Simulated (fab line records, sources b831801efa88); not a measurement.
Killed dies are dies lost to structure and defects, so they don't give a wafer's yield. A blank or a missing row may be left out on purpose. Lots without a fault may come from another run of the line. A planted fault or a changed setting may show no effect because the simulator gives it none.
fab line records | flow gf180mcu
record lots=5 wafers=15 last_day=34
route steps=602 shown V4@482 MIM@503
lots that met no fault: from a run of the same line without faults
start_h: hours from the record's first day to the start of the lot's first wafer shown | wait_h: hours since the lot's step before | " the same as in the row above | L1.1+2: a row that stands for several wafers | - no value, or no start given | * or withheld: withheld | < > ~ a bound
route shown NAME@n: a module of which the file shows steps, and the number in the route of the first | usual: mean/standard deviation of fault-free wafers | same: alike in all rows | chamber/n: place in a boat | sites: the reading at each site | _std_site: their standard deviation | _edge_site: outer sites' mean less inner sites' | radius_mm: how far each site lies from the wafer's centre | mask NAME#n: copy n | behind: the tool/chamber that last shaped the wafer | hold: why the lot was held/for how many hours/how that ended | device: the transistor (n, p or np) that didn't switch | end of line: the same wafers' tests at the end of the route | a step without rows: its recipe alone | killed: dies lost to structure and defects at the first sort, not the wafer's yield | map: a wafer's dies, x killed, . not, _ none there
set.NAME: the setting as run; set.NAME@STEP: as run at that earlier step | model.NAME: the simulator's own value behind a step, which no gauge read
lots at some steps of the route; a table a step, a row a wafer
services: from which hour (start_h, from the record's first day; less than 0 if before it) a tool's chamber was out of use, for how many hours, and why
## steps
# step GF_V4_DEHYDRATE_06
# recipe temp_c=200 time_s=60
# same time_s=60
# columns lot.wafer tool chamber start_h wait_h
L075.1+3+5 litho_track-01 0 546.22 10.5
L084.1+2+4 litho_track-01 0 644.67 9.9
L088.2+5+6 litho_track-01 0 673.09 9.0
L095.1+2+3 litho_track-02 0 704.47 8.9
L097.1+3+6 litho_track-03 0 718.38 8.3
# step GF_V4_HMDS_07
# recipe prime_time_s=60 prime_temp_c=120
# columns lot.wafer tool chamber start_h wait_h
L075.1+3+5 litho_track-01 0 546.37 0.1
L084.1+2+4 litho_track-01 0 644.82 0.1
L088.2+5+6 litho_track-01 0 673.24 0.1
L095.1+2+3 litho_track-02 0 704.62 0.1
L097.1+3+6 litho_track-03 0 718.53 0.1
# step GF_V4_COAT_08
# recipe resist=BARC temp_c=withheld time_s=withheld spin_rpm=withheld resist_thk_nm=withheld
# columns lot.wafer tool chamber start_h wait_h
L075.1+3+5 litho_track-01 0 546.52 0.1
L084.1+2+4 litho_track-01 0 644.97 0.1
L088.2+5+6 litho_track-01 0 673.39 0.1
L095.1+2+3 litho_track-02 0 704.77 0.1
L097.1+3+6 litho_track-03 0 718.68 0.1
# step GF_V4_COAT_09
# recipe resist=KrF spin_rpm=withheld resist_thk_nm=1000
# columns lot.wafer tool chamber start_h wait_h
L075.1+3+5 litho_track-01 0 - -
L084.1+2+4 litho_track-01 0 - -
L088.2+5+6 litho_track-01 0 - -
L095.1+2+3 litho_track-02 0 - -
L097.1+3+6 litho_track-03 0 - -
# step GF_V4_SOFTBAKE_10
# recipe temp_c=130 time_s=60 resist=KrF
# same time_s=60
# columns lot.wafer tool chamber start_h wait_h
L075.1+3+5 litho_track-01 0 - -
L084.1+2+4 litho_track-01 0 - -
L088.2+5+6 litho_track-01 0 - -
L095.1+2+3 litho_track-02 0 - -
L097.1+3+6 litho_track-03 0 - -
# step GF_V4_EXPOSE_11
# recipe mask_id=Via4 target_cd_nm=260 na=0.68 source_shape=conventional sigma_outer=0.6 dose_mj=38
# same sigma_outer=0.6
# columns lot.wafer tool chamber start_h wait_h mask
L075.1+3+5 krf_scanner-02 0 - - Via4#0
L084.1+2+4 krf_scanner-01 0 - - Via4#0
L088.2+5+6 krf_scanner-02 0 - - Via4#0
L095.1+2+3 krf_scanner-01 0 - - Via4#0
L097.1+3+6 krf_scanner-02 0 - - Via4#0
# step GF_V4_PEB_12
# recipe peb_temp_c=135 peb_time_s=90 resist=KrF
# columns lot.wafer tool chamber start_h wait_h
L075.1+3+5 litho_track-01 0 - -
L084.1+2+4 litho_track-02 0 - -
L088.2+5+6 litho_track-01 0 - -
L095.1+2+3 litho_track-03 0 - -
L097.1+3+6 litho_track-01 0 - -
# step GF_V4_DEVELOP_13
# recipe develop_time_s=60 resist=KrF dev_temp_c=21
# columns lot.wafer tool chamber start_h wait_h
L075.1+3+5 litho_track-01 0 558.42 0.2
L084.1+2+4 litho_track-02 0 654.42 0.2
L088.2+5+6 litho_track-01 0 682.79 0.2
L095.1+2+3 litho_track-03 0 713.53 0.2
L097.1+3+6 litho_track-01 0 728.02 0.2
# step GF_V4_CD_MEAS_14
# recipe target_cd_nm=260
# usual cd_nm=260.1/1.2
# columns lot.wafer tool chamber start_h wait_h cd_nm
L075.1 cd_sem-01 - 558.58 0.1 259.8
L075.3 " - " " 259.5
L075.5 " - " " 260.0
L084.1 cd_sem-02 - 654.57 0.1 260.9
L084.2 " - " " 260.0
L084.4 " - " " 262.0
L088.2 cd_sem-01 - 682.94 0.1 262.8
L088.5 " - " " 260.9
L088.6 " - " " 261.8
L095.1 cd_sem-01 - 713.74 0.2 260.2
L095.2 " - " " 258.5
L095.3 " - " " 258.7
L097.1 cd_sem-01 - 728.17 0.1 260.5
L097.3 " - " " 258.4
L097.6 " - " " 260.2
# step GF_V4_OVL_MEAS_15
# usual V4_OVL=-2/7.7
# columns lot.wafer tool chamber start_h wait_h V4_OVL[nm]
L075.1 overlay-02 - 558.70 0.1 -10
L075.3 " - " " -10
L075.5 " - " " -11
L084.1 overlay-01 - 654.69 0.1 3
L084.2 " - " " 1
L084.4 " - " " 10
L088.2 overlay-02 - 683.04 0.1 12
L088.5 " - " " -2
L088.6 " - " " 9
L095.1 overlay-02 - 713.86 0.1 -12
L095.2 " - " " -19
L095.3 " - " " -19
L097.1 overlay-02 - 728.29 0.1 -6
L097.3 " - " " -7
L097.6 " - " " -9
# step GF_V4_ETCH_16
# recipe chemistry=N2/H2 target_depth_a=withheld overetch_a=withheld time_s=withheld target=BARC ion_energy_ev=200 source_w=500 bias_w=100 pressure_mtorr=30 n2_flow_sccm=100 h2_flow_sccm=200
# usual drypump_motor_current_A=5.8/0.51 oes_product_au=0.856/0.0045 throttle_valve_pct=13.224/0.0091
# columns lot.wafer tool chamber start_h wait_h drypump_motor_current_A oes_product_au throttle_valve_pct
L075.1 rie_diel-01 0 558.73 0.0 6.2 0.852 13.222
L075.3 " 3 " " 5.6 0.860 13.222
L075.5 " 0 " " 6.2 0.848 13.218
L084.1 rie_diel-04 0 654.72 0.0 6.1 0.843 13.219
L084.2 " 3 " " 4.7 0.854 13.231
L084.4 " 1 " " 5.6 0.847 13.207
L088.2 rie_diel-01 0 683.07 0.0 6.2 0.858 13.223
L088.5 " 1 " " 5.1 0.857 13.218
L088.6 " 0 " " 6.2 0.851 13.227
L095.1 rie_diel-03 0 713.90 0.0 5.6 0.858 13.228
L095.2 " 2 " " 5.3 0.856 13.221
L095.3 " 1 " " 6.1 0.858 13.235
L097.1 rie_diel-03 3 728.32 0.0 6.0 0.857 13.219
L097.3 " 1 " " 6.2 0.855 13.226
L097.6 " 3 " " 6.0 0.846 13.216
# step GF_V4_ETCH_17
# recipe chemistry=C4F8/O2/Ar mask_material=KrF target=SiO2 stop_on=TiN source_w=1500 bias_w=1200 pressure_mtorr=40 c4f8_flow_sccm=withheld O2_flow_sccm=6 Ar_flow_sccm=300 time_s=withheld target_depth_a=6300
# usual oes_product_au=0.855/0.0043
# columns lot.wafer tool chamber start_h wait_h oes_product_au
L075.1 rie_diel-01 0 - - 0.858
L075.3 " 3 " " 0.850
L075.5 " 0 " " 0.858
L084.1 rie_diel-04 0 - - 0.858
L084.2 " 3 " " 0.852
L084.4 " 1 " " 0.856
L088.2 rie_diel-01 0 - - 0.847
L088.5 " 1 " " 0.850
L088.6 " 0 " " 0.854
L095.1 rie_diel-03 0 - - 0.855
L095.2 " 2 " " 0.851
L095.3 " 1 " " 0.863
L097.1 rie_diel-03 3 - - 0.861
L097.3 " 1 " " 0.857
L097.6 " 3 " " 0.858
# step GF_V4_STRIP_18
# recipe chemistry=O2/N2 power_w=1400 pressure_mtorr=1500 platen_temp_c=250 o2_flow_sccm=3000 n2_flow_sccm=300 overash_fraction=0.5
# usual drypump_motor_current_A=5.48/0.14 heater_power_w=307/25 oes_product_au=0.593/0.0047
# same overash_fraction=0.5
# columns lot.wafer tool chamber start_h wait_h drypump_motor_current_A heater_power_w oes_product_au rf_hours_counter_h
L075.1 plasma_asher-03 1 558.86 - 5.57 313 0.589 94
L075.3 " 0 " " 5.20 362 0.600 -
L075.5 " 1 " " 5.59 306 0.588 -
L084.1 plasma_asher-03 1 654.85 - 5.58 311 0.599 109
L084.2 " 0 " " 5.23 358 0.591 109
L084.4 " 1 " " 5.58 311 0.594 -
L088.2 plasma_asher-04 0 683.20 - 5.64 272 0.591 58
L088.5 " 0 " " 5.63 278 0.593 -
L088.6 " 1 " " 5.42 301 0.591 -
L095.1 plasma_asher-03 1 714.03 - 5.60 310 0.592 116
L095.2 " 0 " " 5.19 353 0.597 116
L095.3 " 1 " " 5.58 326 0.597 -
L097.1 plasma_asher-04 1 728.45 - 5.39 303 0.588 63
L097.3 " 1 " " 5.44 307 0.594 -
L097.6 " 1 " " 5.43 303 0.596 -
# step GF_V4_STRIP_19
# recipe chemistry=post_etch_residue_remover time_s=1200 temp_c=72.5
# same time_s=1200
# columns lot.wafer tool chamber start_h wait_h
L075.1+3+5 wet_bench-02 2 558.96 0.1
L084.1+2+4 wet_bench-03 2 654.95 0.1
L088.2+5+6 wet_bench-03 3 683.30 0.1
L095.1+2+3 wet_bench-03 1 714.13 0.1
L097.1+3+6 wet_bench-02 0 728.55 0.1
# step GF_V4_CLEAN_20
# recipe chemistry=DIW dry=n2_spin
# columns lot.wafer tool chamber start_h wait_h
L075.1+3+5 wet_bench-03 1 559.30 0.0
L084.1+2+4 wet_bench-03 0 655.29 0.0
L088.2+5+6 wet_bench-01 3 683.64 0.0
L095.1+2+3 wet_bench-03 3 714.48 0.0
L097.1+3+6 wet_bench-03 2 728.89 0.0
# step GF_V4_SPUTTER_21
# recipe material=Ti target_thk_nm=15 chamber_pressure_pa=5 power_w=2500 substrate_temp_c=200 time_s=80.02
# usual throttle_valve_pct=29.8/1.3
# same time_s=80.02
# columns lot.wafer tool chamber start_h wait_h throttle_valve_pct
L075.1 pvd_sputter-03 - 559.40 0.0 27.0
L075.3 " - " " 29.4
L075.5 " - " " 29.8
L084.1 pvd_sputter-02 - 655.38 0.0 29.9
L084.2 " - " " 29.1
L084.4 " - " " 31.3
L088.2 pvd_sputter-02 - 683.73 0.0 29.5
L088.5 " - " " 30.7
L088.6 " - " " 31.0
L095.1 pvd_sputter-03 - 714.57 0.0 29.9
L095.2 " - " " 29.4
L095.3 " - " " 27.1
L097.1 pvd_sputter-03 - 728.99 0.0 29.5
L097.3 " - " " 27.0
L097.6 " - " " 27.2
# step GF_V4_SPUTTER_22
# recipe material=TiN target_thk_nm=10 chamber_pressure_pa=5 power_w=4000 time_s=40
# usual throttle_valve_pct=29.8/1.3
# same time_s=40
# columns lot.wafer tool chamber start_h wait_h throttle_valve_pct
L075.1 pvd_sputter-03 - 559.46 0.0 27.0
L075.3 " - " " 29.6
L075.5 " - " " 29.4
L084.1 pvd_sputter-02 - 655.45 0.0 29.5
L084.2 " - " " 29.1
L084.4 " - " " 30.6
L088.2 pvd_sputter-02 - 683.79 0.0 29.4
L088.5 " - " " 30.8
L088.6 " - " " 30.9
L095.1 pvd_sputter-03 - 714.63 0.0 29.7
L095.2 " - " " 29.4
L095.3 " - " " 27.1
L097.1 pvd_sputter-03 - 729.05 0.0 29.4
L097.3 " - " " 27.0
L097.6 " - " " 27.0
# step GF_V4_CVD_23
# recipe material=W target_thk_nm=350 time_s=104.9 temp_c=400 pressure_torr=40
# usual heater_power_outer_w=582/63 heater_power_w=906/100
# same time_s=104.9
# columns lot.wafer tool chamber start_h wait_h heater_power_outer_w heater_power_w
L075.1 cvd_w-01 0 559.50 0.0 625 949
L075.3 " 1 " " 551 857
L075.5 " 1 " " 552 864
L084.1 cvd_w-01 0 655.48 0.0 656 933
L084.2 " 1 " " 551 894
L084.4 " 1 " " 547 870
L088.2 cvd_w-02 1 683.83 0.0 656 1012
L088.5 " 1 " " 631 1001
L088.6 " 0 " " 479 743
L095.1 cvd_w-01 1 714.67 0.0 567 890
L095.2 " 0 " " 622 986
L095.3 " 0 " " 644 971
L097.1 cvd_w-01 1 729.09 0.0 564 882
L097.3 " 0 " " 638 952
L097.6 " 0 " " 643 980
# step GF_V4_RS_MEAS_24
# recipe thk_meas_gauge=four-point-probe reads=W_of_V4_CVD_23+TiN_of_V4_SPUTTER_22+Ti_of_V4_SPUTTER_21
# usual V4_W_RS=0.327/0.0037
# columns lot.wafer tool chamber start_h wait_h V4_W_RS[ohm/sq]
L075.1 film_metro-03 - 559.61 0.1 0.326
L075.3 " - " " 0.326
L075.5 " - " " 0.324
L084.1 film_metro-01 - 655.60 0.1 0.333
L084.2 " - " " 0.329
L084.4 " - " " 0.331
L088.2 film_metro-03 - 683.97 0.1 0.325
L088.5 " - " " 0.328
L088.6 " - " " 0.333
L095.1 film_metro-04 - 714.78 0.1 0.321
L095.2 " - " " 0.322
L095.3 " - " " 0.323
L097.1 film_metro-01 - 729.20 0.1 0.325
L097.3 " - " " 0.325
L097.6 " - " " 0.322
# step GF_V4_THK_MEAS_25
# recipe thk_meas_gauge=xrf reads=W_of_V4_CVD_23
# usual V4_W_THK=345/5.1
# columns lot.wafer tool chamber start_h wait_h V4_W_THK[nm]
L075.1 film_metro-03 - 559.73 0.1 345
L075.3 " - " " 344
L075.5 " - " " 348
L084.1 film_metro-01 - 655.72 0.1 340
L084.2 " - " " 341
L084.4 " - " " 341
L088.2 film_metro-03 - 684.08 0.1 344
L088.5 " - " " 340
L088.6 " - " " 335
L095.1 film_metro-04 - 714.90 0.1 352
L095.2 " - " " 351
L095.3 " - " " 348
L097.1 film_metro-01 - 729.32 0.1 349
L097.3 " - " " 348
L097.6 " - " " 352
# step GF_V4_CMP_26
# recipe stop_on=SiO2 down_force_psi=3.5 platen_rpm=60 t_overpolish_s=15 target_thk_nm=0 pad_velocity_m_s=0.94248
# usual motor_current_A=11.0/1 overpolish_run_s=15.000/0.0094 time_to_endpoint_s=83/4.5
# same t_overpolish_s=15
# columns lot.wafer tool chamber start_h wait_h motor_current_A overpolish_run_s time_to_endpoint_s
L075.1 cmp-01 2 559.87 0.1 11.4 14.987 88
L075.3 " 3 " " 10.2 14.996 83
L075.5 " 3 " " 9.9 15.011 86
L084.1 cmp-01 3 655.78 0.1 9.8 15.005 79
L084.2 " 1 " " 9.4 14.985 81
L084.4 " 2 " " 10.9 14.990 88
L088.2 cmp-02 2 684.28 0.2 11.7 15.008 74
L088.6 " 3 " " 11.5 15.013 75
L088.5 " 0 " " 11.9 14.989 77
L095.1 cmp-01 3 715.01 0.1 9.1 15.007 82
L095.3 " 0 " " 11.6 15.007 83
L095.2 " 1 " " 9.6 15.000 84
L097.3 cmp-01 2 729.38 0.0 10.7 14.996 95
L097.1 " 3 " " 9.5 14.990 85
L097.6 " 2 " " 11.3 14.992 92
# step GF_MIM_SPUTTER_00
# recipe material=Ti target_thk_nm=37.5 arriving_ion_energy_ev=80 substrate_temp_c=200 chamber_pressure_pa=2 power_w=4000 time_s=150
# usual throttle_valve_pct=29.8/1.2
# same time_s=150
# columns lot.wafer tool chamber start_h wait_h throttle_valve_pct
L075.1 pvd_sputter-03 - 560.17 0.2 27.1
L075.3 " - " " 32.2
L075.5 " - " " 27.3
L084.1 pvd_sputter-04 - 656.08 0.2 30.8
L084.2 " - " " 29.6
L084.4 " - " " 30.3
L088.2 pvd_sputter-04 - 684.43 0.1 29.4
L088.5 " - " " 30.1
L088.6 " - " " 30.4
L095.1 pvd_sputter-03 - 715.26 0.2 32.2
L095.2 " - " " 27.0
L095.3 " - " " 29.2
L097.1 pvd_sputter-01 - 729.68 0.2 29.2
L097.3 " - " " 29.5
L097.6 " - " " 28.9
# step GF_MIM_SPUTTER_01
# recipe material=TiN target_thk_nm=30 power_w=6500 time_s=25 chamber_pressure_pa=0.4
# usual throttle_valve_pct=29.8/1.2
# same time_s=25
# columns lot.wafer tool chamber start_h wait_h throttle_valve_pct
L075.1 pvd_sputter-03 - 560.27 0.1 27.2
L075.3 " - " " 32.1
L075.5 " - " " 27.2
L084.1 pvd_sputter-04 - 656.18 0.1 30.4
L084.2 " - " " 29.4
L084.4 " - " " 30.5
L088.2 pvd_sputter-04 - 684.53 0.1 29.6
L088.5 " - " " 29.9
L088.6 " - " " 30.4
L095.1 pvd_sputter-03 - 715.36 0.1 32.2
L095.2 " - " " 27.2
L095.3 " - " " 29.7
L097.1 pvd_sputter-01 - 729.78 0.1 29.1
L097.3 " - " " 29.4
L097.6 " - " " 28.7
# step GF_MIM_SPUTTER_02
# recipe material=AlCu target_thk_nm=450 power_w=10600 time_s=23.9 chamber_pressure_pa=0.4
# usual throttle_valve_pct=29.8/1.2
# same time_s=23.9
# columns lot.wafer tool chamber start_h wait_h throttle_valve_pct
L075.1 pvd_sputter-03 - 560.30 0.0 27.2
L075.3 " - " " 32.0
L075.5 " - " " 26.9
L084.1 pvd_sputter-04 - 656.21 0.0 30.8
L084.2 " - " " 29.7
L084.4 " - " " 30.4
L088.2 pvd_sputter-04 - 684.56 0.0 29.4
L088.5 " - " " 29.8
L088.6 " - " " 30.2
L095.1 pvd_sputter-03 - 715.39 0.0 32.2
L095.2 " - " " 27.1
L095.3 " - " " 29.3
L097.1 pvd_sputter-01 - 729.81 0.0 28.9
L097.3 " - " " 29.6
L097.6 " - " " 29.0
# step GF_MIM_SPUTTER_03
# recipe material=Ti target_thk_nm=10 substrate_temp_c=300 chamber_pressure_pa=0.3 power_w=3000 time_s=6.7
# usual throttle_valve_pct=29.9/1.2
# same time_s=6.7
# columns lot.wafer tool chamber start_h wait_h throttle_valve_pct
L075.1 pvd_sputter-03 - 560.33 0.0 27.2
L075.3 " - " " 32.0
L075.5 " - " " 27.3
L084.1 pvd_sputter-04 - 656.24 0.0 30.6
L084.2 " - " " 29.6
L084.4 " - " " 30.6
L088.2 pvd_sputter-04 - 684.59 0.0 29.5
L088.5 " - " " 30.0
L088.6 " - " " 30.4
L095.1 pvd_sputter-03 - 715.42 0.0 32.3
L095.2 " - " " 27.0
L095.3 " - " " 29.5
L097.1 pvd_sputter-01 - 729.84 0.0 29.3
L097.3 " - " " 29.5
L097.6 " - " " 28.7
# step GF_MIM_SPUTTER_04
# recipe material=TiN target_thk_nm=50 power_w=6500 time_s=41.7 chamber_pressure_pa=0.4
# usual throttle_valve_pct=29.8/1.2
# same time_s=41.7
# columns lot.wafer tool chamber start_h wait_h throttle_valve_pct
L075.1 pvd_sputter-03 - 560.35 0.0 26.8
L075.3 " - " " 31.9
L075.5 " - " " 27.0
L084.1 pvd_sputter-04 - 656.26 0.0 30.5
L084.2 " - " " 29.8
L084.4 " - " " 30.5
L088.2 pvd_sputter-04 - 684.61 0.0 29.6
L088.5 " - " " 30.0
L088.6 " - " " 30.5
L095.1 pvd_sputter-03 - 715.44 0.0 32.1
L095.2 " - " " 26.7
L095.3 " - " " 29.5
L097.1 pvd_sputter-01 - 729.86 0.0 29.2
L097.3 " - " " 29.6
L097.6 " - " " 29.0
# step GF_MIM_CVD_05
# recipe material=Si3N4 target_thk_nm=42 temp_max_c=400 temp_c=385 time_s=29.086 rf_w=450
# usual heater_power_outer_w=347/49 heater_power_w=611/78
# same time_s=29.086
# columns lot.wafer tool chamber start_h wait_h heater_power_outer_w heater_power_w
L075.1 pecvd-01 1 560.39 0.0 338 592
L075.3 " 0 " " 239 439
L075.5 " 2 " " 357 620
L084.1 pecvd-01 1 656.30 0.0 285 506
L084.2 " 0 " " 312 529
L084.4 " 1 " " 281 530
L088.2 pecvd-02 2 684.65 0.0 309 558
L088.5 " 0 " " 386 687
L088.6 " 1 " " 368 688
L095.1 pecvd-01 1 715.48 0.0 355 611
L095.2 " 0 " " 280 492
L095.3 " 2 " " 356 620
L097.1 pecvd-02 2 729.90 0.0 397 669
L097.3 " 1 " " 391 695
L097.6 " 1 " " 379 710
# step GF_MIM_THK_MEAS_06
# recipe reads=Si3N4_of_MIM_CVD_05
# usual MIM_CVD_05_THK=42.1/0.51
# columns lot.wafer tool chamber start_h wait_h MIM_CVD_05_THK[nm]
L075.1 film_metro-02 - 560.42 0.0 42.1
L075.3 " - " " 42.4
L075.5 " - " " 42.7
L084.1 film_metro-04 - 656.33 0.0 40.8
L084.2 " - " " 42.1
L084.4 " - " " 41.6
L088.2 film_metro-03 - 684.69 0.0 42.3
L088.5 " - " " 42.6
L088.6 " - " " 43.4
L095.1 film_metro-02 - 715.51 0.0 41.7
L095.2 " - " " 42.1
L095.3 " - " " 41.5
L097.1 film_metro-04 - 729.94 0.0 41.8
L097.3 " - " " 41.7
L097.6 " - " " 42.6
# step GF_MIM_SPUTTER_07
# recipe material=TiN target_thk_nm=60 power_w=6500 time_s=50 chamber_pressure_pa=0.4
# usual throttle_valve_pct=29.8/1.1
# same time_s=50
# columns lot.wafer tool chamber start_h wait_h throttle_valve_pct
L075.1 pvd_sputter-01 - 560.48 0.1 30.8
L075.3 " - " " 29.6
L075.5 " - " " 29.4
L084.1 pvd_sputter-03 - 656.39 0.1 27.2
L084.2 " - " " 32.1
L084.4 " - " " 30.4
L088.2 pvd_sputter-01 - 684.74 0.0 29.5
L088.5 " - " " 30.7
L088.6 " - " " 28.7
L095.1 pvd_sputter-04 - 715.57 0.1 30.5
L095.2 " - " " 29.6
L095.3 " - " " 29.9
L097.1 pvd_sputter-04 - 730.00 0.1 30.2
L097.3 " - " " 29.3
L097.6 " - " " 29.4
# step GF_MIM_SPUTTER_08
# recipe material=AlCu target_thk_nm=200 power_w=10600 time_s=10.6 chamber_pressure_pa=0.4
# usual throttle_valve_pct=29.8/1.1
# same time_s=10.6
# columns lot.wafer tool chamber start_h wait_h throttle_valve_pct
L075.1 pvd_sputter-01 - 560.53 0.0 31.0
L075.3 " - " " 29.7
L075.5 " - " " 29.5
L084.1 pvd_sputter-03 - 656.43 0.0 27.1
L084.2 " - " " 32.0
L084.4 " - " " 29.9
L088.2 pvd_sputter-01 - 684.78 0.0 29.5
L088.5 " - " " 31.0
L088.6 " - " " 28.8
L095.1 pvd_sputter-04 - 715.62 0.0 30.6
L095.2 " - " " 29.4
L095.3 " - " " 30.0
L097.1 pvd_sputter-04 - 730.04 0.0 29.7
L097.3 " - " " 29.7
L097.6 " - " " 29.7
# step GF_MIM_SPUTTER_09
# recipe material=TiN target_thk_nm=35 power_w=6500 time_s=29.2 chamber_pressure_pa=0.4
# usual throttle_valve_pct=29.8/1.1
# same time_s=29.2
# columns lot.wafer tool chamber start_h wait_h throttle_valve_pct
L075.1 pvd_sputter-01 - 560.55 0.0 30.8
L075.3 " - " " 29.7
L075.5 " - " " 29.4
L084.1 pvd_sputter-03 - 656.46 0.0 27.1
L084.2 " - " " 32.2
L084.4 " - " " 30.1
L088.2 pvd_sputter-01 - 684.81 0.0 29.6
L088.5 " - " " 30.7
L088.6 " - " " 29.1
L095.1 pvd_sputter-04 - 715.64 0.0 30.5
L095.2 " - " " 29.6
L095.3 " - " " 30.0
L097.1 pvd_sputter-04 - 730.06 0.0 30.1
L097.3 " - " " 29.6
L097.6 " - " " 29.8
# step GF_MIM_RS_MEAS_10
# recipe thk_meas_gauge=four-point-probe reads=TiN_of_MIM_SPUTTER_09+AlCu_of_MIM_SPUTTER_08+TiN_of_MIM_SPUTTER_07
# usual MIM_ALCU_RS=0.1607/0.002
# columns lot.wafer tool chamber start_h wait_h MIM_ALCU_RS[ohm/sq]
L075.1 film_metro-03 - 560.58 0.0 0.1579
L075.3 " - " " 0.1593
L075.5 " - " " 0.1606
L084.1 film_metro-03 - 656.49 0.0 0.1579
L084.2 " - " " 0.1570
L084.4 " - " " 0.1566
L088.2 film_metro-04 - 684.86 0.0 0.1577
L088.5 " - " " 0.1563
L088.6 " - " " 0.1590
L095.1 film_metro-02 - 715.67 0.0 0.1602
L095.2 " - " " 0.1584
L095.3 " - " " 0.1604
L097.1 film_metro-04 - 730.10 0.0 0.1629
L097.3 " - " " 0.1596
L097.6 " - " " 0.1605
# step GF_MIM_THK_MEAS_11
# recipe thk_meas_gauge=xrf reads=AlCu_of_MIM_SPUTTER_08
# usual MIM_ALCU_THK=196.5/2.9
# columns lot.wafer tool chamber start_h wait_h MIM_ALCU_THK[nm]
L075.1 film_metro-03 - 560.70 0.1 204.2
L075.3 " - " " 201.7
L075.5 " - " " 198.4
L084.1 film_metro-03 - 656.61 0.1 201.1
L084.2 " - " " 201.7
L084.4 " - " " 202.9
L088.2 film_metro-04 - 684.97 0.1 198.2
L088.5 " - " " 200.1
L088.6 " - " " 197.3
L095.1 film_metro-02 - 715.79 0.1 196.0
L095.2 " - " " 199.3
L095.3 " - " " 198.2
L097.1 film_metro-04 - 730.22 0.1 191.5
L097.3 " - " " 195.7
L097.6 " - " " 194.7
# step GF_MIM_DEHYDRATE_12
# recipe temp_c=200 time_s=60
# same time_s=60
# columns lot.wafer tool chamber start_h wait_h
L075.1+3+5 litho_track-01 0 571.02 10.3
L084.1+2+4 litho_track-01 0 665.97 9.3
L088.2+5+6 litho_track-01 0 693.64 8.7
L095.1+2+3 litho_track-01 0 724.42 8.6
L097.1+3+6 litho_track-02 0 737.76 7.5
# step GF_MIM_HMDS_13
# recipe prime_time_s=60 prime_temp_c=120
# columns lot.wafer tool chamber start_h wait_h
L075.1+3+5 litho_track-01 0 571.17 0.1
L084.1+2+4 litho_track-01 0 666.12 0.1
L088.2+5+6 litho_track-01 0 693.79 0.1
L095.1+2+3 litho_track-01 0 724.57 0.1
L097.1+3+6 litho_track-02 0 737.91 0.1
# step GF_MIM_COAT_14
# recipe resist=NOVOLAK spin_rpm=3000 resist_thk_nm=1000
# columns lot.wafer tool chamber start_h wait_h
L075.1+3+5 litho_track-01 0 571.32 0.1
L084.1+2+4 litho_track-01 0 666.27 0.1
L088.2+5+6 litho_track-01 0 693.94 0.1
L095.1+2+3 litho_track-01 0 724.72 0.1
L097.1+3+6 litho_track-02 0 738.06 0.1
# step GF_MIM_SOFTBAKE_15
# recipe temp_c=90 time_s=60 resist=NOVOLAK
# same time_s=60
# columns lot.wafer tool chamber start_h wait_h
L075.1+3+5 litho_track-01 0 571.47 0.1
L084.1+2+4 litho_track-01 0 666.42 0.1
L088.2+5+6 litho_track-01 0 694.09 0.1
L095.1+2+3 litho_track-01 0 724.87 0.1
L097.1+3+6 litho_track-02 0 738.21 0.1
# step GF_MIM_EXPOSE_16
# recipe mask_id=FuseTop target_cd_nm=2000 na=0.6 source_shape=conventional sigma_outer=0.6 dose_mj=140
# same sigma_outer=0.6
# columns lot.wafer tool chamber start_h wait_h mask
L075.1+3+5 iline_stepper-02 0 - - FuseTop#0
L084.1+2+4 iline_stepper-01 0 - - FuseTop#0
L088.2+5+6 iline_stepper-02 0 - - FuseTop#0
L095.1+2+3 iline_stepper-01 0 - - FuseTop#0
L097.1+3+6 iline_stepper-02 0 - - FuseTop#0
# step GF_MIM_PEB_17
# recipe temp_c=withheld time_s=* resist=NOVOLAK
# same time_s=*
# columns lot.wafer tool chamber start_h wait_h
L075.1+3+5 litho_track-02 0 - -
L084.1+2+4 litho_track-01 0 - -
L088.2+5+6 litho_track-04 0 - -
L095.1+2+3 litho_track-01 0 - -
L097.1+3+6 litho_track-04 0 - -
# step GF_MIM_DEVELOP_18
# recipe develop_time_s=60 dev_temp_c=23
# columns lot.wafer tool chamber start_h wait_h
L075.1+3+5 litho_track-02 0 582.22 0.1
L084.1+2+4 litho_track-01 0 675.02 0.1
L088.2+5+6 litho_track-04 0 703.10 0.1
L095.1+2+3 litho_track-01 0 733.51 0.1
L097.1+3+6 litho_track-04 0 747.17 0.1
# step GF_MIM_METAL_ETCH_19
# recipe chemistry=Cl2/BCl3 mask_material=NOVOLAK stop_on=Si3N4 target_depth_nm=324.5 pressure_mtorr=8 icp_w=800 bias_w=140 Cl2_flow_sccm=80 bcl3_flow_sccm=40 time_s=54.1
# usual drypump_motor_current_A=5.61/0.22 oes_product_au=0.939/0.0065 throttle_valve_pct=28.286/0.011
# same time_s=54.1
# columns lot.wafer tool chamber start_h wait_h drypump_motor_current_A oes_product_au rf_hours_counter_h throttle_valve_pct
L075.1 rie_metal-01 1 582.37 0.1 5.66 0.944 0 28.290
L075.3 " 0 " " 5.71 0.942 - 28.288
L075.5 " 1 " " 5.65 0.934 - 28.295
L084.1 rie_metal-02 1 675.17 0.1 5.79 0.940 12 28.266
L084.2 " 0 " " 5.68 0.947 8 28.273
L084.4 " 0 " " 5.69 0.946 - 28.271
L088.2 rie_metal-04 1 703.22 0.1 5.65 0.945 3 28.283
L088.5 " 0 " " 5.05 0.948 - 28.277
L088.6 " 1 " " 5.64 0.952 - 28.295
L095.1 rie_metal-02 0 733.66 0.1 5.66 0.942 11 28.278
L095.2 " 0 " " 5.69 0.937 - 28.280
L095.3 " 0 " " 5.66 0.944 - 28.300
L097.1 rie_metal-01 1 747.32 0.1 5.66 0.939 7 28.290
L097.3 " 1 " " 5.64 0.943 - 28.272
L097.6 " 1 " " 5.65 0.941 - 28.304
## services
# columns tool chamber start_h hours kind
rie_diel-01 3 529.07 2.4 repair
cmp-01 - 532.65 5.9 repair
rie_diel-03 1 532.82 14.5 repair
plasma_asher-03 - 549.35 2.0 repair
pvd_sputter-04 - 551.40 26.9 repair
krf_scanner-02 - 562.67 0.8 pm
rie_diel-01 - 589.11 0.3 repair
cmp-01 - 597.70 6.1 pm
krf_scanner-02 - 598.70 1.3 pm
pvd_sputter-02 - 613.53 2.4 repair
pvd_sputter-01 - 618.09 3.5 repair
pvd_sputter-01 - 618.23 0.8 repair
pvd_sputter-03 - 619.77 1.1 repair
rie_diel-01 1 627.86 1.7 repair
pvd_sputter-01 - 633.40 8.5 repair
krf_scanner-02 - 637.21 11.1 repair
iline_stepper-02 - 660.57 8.2 repair
krf_scanner-02 - 665.70 1.0 pm
pecvd-01 1 673.97 3.9 repair
pecvd-01 1 683.96 8.1 repair
wet_bench-03 - 720.80 2.3 repair
pecvd-01 - 725.25 2.8 pm
cmp-01 - 740.89 3.9 repair
cmp-01 - 744.83 4.0 pm
## key
fault none
